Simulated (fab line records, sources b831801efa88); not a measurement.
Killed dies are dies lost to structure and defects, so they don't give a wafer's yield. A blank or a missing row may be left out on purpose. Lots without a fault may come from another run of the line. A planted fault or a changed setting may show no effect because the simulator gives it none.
Tool commonality check | flow gf180mcu | 12 lots, 36 wafers sampled

WHY IT WAS OPENED
At GF_V1_OVL_MEAS_15 the reading V1_OVL is flagged on 2 of 12 lots. Wafers without a fault read 3 nm, standard deviation 5.1.
Rule: a lot is flagged when every wafer of it that has a number lies more than 4 standard deviations from that mean, or none has a number. The other lots count as sound.

lot  | measured     | on         | V1_OVL (nm), wafer by wafer | flag
L411 | day 18 06:29 | overlay-01 | 1 8 4                       |
L412 | day 18 11:50 | overlay-02 | 3 10 4                      |
L413 | day 18 21:54 | overlay-01 | 5 8 4                       |
L414 | day 19 08:11 | overlay-02 | 3 9 7                       |
L415 | day 19 16:28 | overlay-01 | 8 -1 7                      |
L416 | day 20 02:22 | overlay-02 | 6 6 4                       |
L417 | day 20 17:32 | overlay-01 | -4 1 -3                     |
L425 | day 23 05:44 | overlay-02 | 37 45 40                    | FLAGGED
L424 | day 23 08:05 | overlay-01 | 45 43 40                    | FLAGGED
L426 | day 24 02:23 | overlay-01 | 3 0 4                       |
L429 | day 25 00:52 | overlay-02 | 5 6 4                       |
L430 | day 25 03:07 | overlay-02 | -10 -1 0                    |
The numbers of the flagged lots are 42 nm on average: +39 nm against the usual, or +8 standard deviations.

WHICH TOOL RAN EACH LOT
The record holds 3 process steps before the reading, out of a route of 602 steps. In each cell: the tool, then ch and the chambers that the sampled wafers went through, then the start.
lot  | flag    | GF_M1_SPUTTER_01             | GF_M1_METAL_ETCH_16               | GF_V1_EXPOSE_11
L411 |         | pvd_sputter-01, day 16 07:10 | rie_metal-03 ch 0,1, day 17 05:43 | krf_scanner-01 ch 0, day 17 18:49
L412 |         | pvd_sputter-03, day 16 11:02 | rie_metal-04 ch 0,1, day 17 10:18 | krf_scanner-02 ch 0, day 18 00:10
L413 |         | pvd_sputter-01, day 16 21:13 | rie_metal-03 ch 0,1, day 17 20:36 | krf_scanner-02 ch 0, day 18 10:00
L414 |         | pvd_sputter-03, day 17 07:10 | rie_metal-04 ch 0,1, day 18 06:25 | krf_scanner-02 ch 0, day 18 19:44
L415 |         | pvd_sputter-01, day 17 14:46 | rie_metal-04 ch 0,1, day 18 14:07 | krf_scanner-02 ch 0, day 19 04:15
L416 |         | pvd_sputter-02, day 18 01:04 | rie_metal-02 ch 0, day 19 00:48   | krf_scanner-02 ch 0, day 19 14:27
L417 |         | pvd_sputter-03, day 18 14:56 | rie_metal-03 ch 0,1, day 19 15:36 | krf_scanner-01 ch 0, day 20 05:59
L425 | FLAGGED | pvd_sputter-01, day 21 06:13 | rie_metal-02 ch 0,1, day 22 05:43 | krf_scanner-01 ch 0, day 22 19:12
L424 | FLAGGED | pvd_sputter-03, day 21 09:29 | rie_metal-04 ch 0,1, day 22 08:43 | krf_scanner-01 ch 0, day 22 22:01
L426 |         | pvd_sputter-01, day 21 22:04 | rie_metal-03 ch 0,1, day 22 21:43 | krf_scanner-02 ch 0, day 23 14:25
L429 |         | pvd_sputter-02, day 23 03:34 | rie_metal-03 ch 0,1, day 24 01:43 | krf_scanner-02 ch 0, day 24 13:14
L430 |         | pvd_sputter-03, day 23 05:04 | rie_metal-03 ch 0,1, day 24 04:03 | krf_scanner-02 ch 0, day 24 15:49
What these steps do:
- GF_M1_SPUTTER_01: material TiN, target thk 30 nm, time 25 s.
- GF_M1_METAL_ETCH_16: etches the open film in Cl2/BCl3, stops on SiO2, target depth 750.8 nm, time 125.1 s.
- GF_V1_EXPOSE_11: exposes mask Via1, target cd 260 nm.
- GF_V1_OVL_MEAS_15

FLAGGED OVER TOTAL, TOOL BY TOOL (the gauges that took the reading come last)
step                | tool           | lots run | flagged | share of the flagged lots | sound lots run after its first flagged lot
GF_M1_SPUTTER_01    | pvd_sputter-01 | 5        | 1       | some                      | 1 (L426)
GF_M1_SPUTTER_01    | pvd_sputter-02 | 2        | 0       | none                      | -
GF_M1_SPUTTER_01    | pvd_sputter-03 | 5        | 1       | some                      | 1 (L430)
GF_M1_METAL_ETCH_16 | rie_metal-02   | 2        | 1       | some                      | 0
GF_M1_METAL_ETCH_16 | rie_metal-03   | 6        | 0       | none                      | -
GF_M1_METAL_ETCH_16 | rie_metal-04   | 4        | 1       | some                      | 0
GF_V1_EXPOSE_11     | krf_scanner-01 | 4        | 2       | all                       | 0
GF_V1_EXPOSE_11     | krf_scanner-02 | 8        | 0       | none                      | -
GF_V1_OVL_MEAS_15   | overlay-01     | 6        | 1       | some                      | 1 (L426)
GF_V1_OVL_MEAS_15   | overlay-02     | 6        | 1       | some                      | 2 (L429,L430)

WHAT THE TABLE ALLOWS
1 row of the table ran every flagged lot: krf_scanner-01 at GF_V1_EXPOSE_11.
- krf_scanner-01 at GF_V1_EXPOSE_11: 2 of its 4 lots flagged. Its last sound lot is L417 (day 20 05:59), its first flagged lot L425 (day 22 19:12): a fault that began between those two fits.
One tool is left: krf_scanner-01 at GF_V1_EXPOSE_11.

WHAT THE SIMULATOR HAD PUT IN
Scanner matching overlay: krf_scanner-01, from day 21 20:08 on, at GF_V1_EXPOSE_11. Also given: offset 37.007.
Lots struck among those shown: L425, L424. The rule above found the same.
